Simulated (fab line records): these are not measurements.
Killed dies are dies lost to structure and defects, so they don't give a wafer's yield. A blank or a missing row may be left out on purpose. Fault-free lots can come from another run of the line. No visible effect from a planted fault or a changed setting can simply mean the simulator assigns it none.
Which of the tools did it?	flow gf180mcu	21 wafers from 7 lots sampled at 2 of the route's 602 steps

WHAT EACH GAUGE READ, for each wafer
GF_VT_IMPLANT_TW_MEAS_21.
lot	measured	on	VT_IMPLANT_2_TW
L650	day 6 20:30	filmMetro-02	1221 1212 1224
L652	day 7 13:37	filmMetro-04	1208 1205 1213
L657	day 9 01:07	filmMetro-01	1230 1232 1235
L664	day 10 14:13	filmMetro-02	1220 1221 1222
L667	day 11 09:32	filmMetro-02	1213 1218 1213
L669	day 11 18:26	filmMetro-04	1211 1224 1218
L671	day 12 08:52	filmMetro-04	1215 1216 1216

WHICH TOOL RAN EACH LOT (tool, then ch and the chambers of the sampled wafers, then the start)
lot	GF_VT_IMPLANT_IMPLANT_19
L650	implanter-01 ch 0, day 6 20:17
L652	implanter-04 ch 0, day 7 13:22
L657	implanter-04 ch 0, day 9 00:53
L664	implanter-01 ch 0, day 10 13:58
L667	implanter-03 ch 0, day 11 09:20
L669	implanter-01 ch 0, day 11 18:14
L671	implanter-04 ch 0, day 12 08:38
- GF_VT_IMPLANT_IMPLANT_19

THE ANSWER, worked out from the rows above alone
Rule: the lots themselves supply what counts as usual. Put in order of their means at a reading, lots are off if they are a third of the lots or fewer, leave a main group of 4 or more, and stand apart from it by a gap of 3 or more times the standard deviation of the main group's means; of several such gaps the widest counts. Not used: any main group whose means are identical at the precision the tables above print for the reading. A lot without any number at a reading at which 4 lots or more have one is off too. Any other lot the step has rows for is counted as sound.
Across all readings shown, no lot is off: no conclusion can be drawn from this.

WHAT HAD BEEN PUT IN BY THE SIMULATOR
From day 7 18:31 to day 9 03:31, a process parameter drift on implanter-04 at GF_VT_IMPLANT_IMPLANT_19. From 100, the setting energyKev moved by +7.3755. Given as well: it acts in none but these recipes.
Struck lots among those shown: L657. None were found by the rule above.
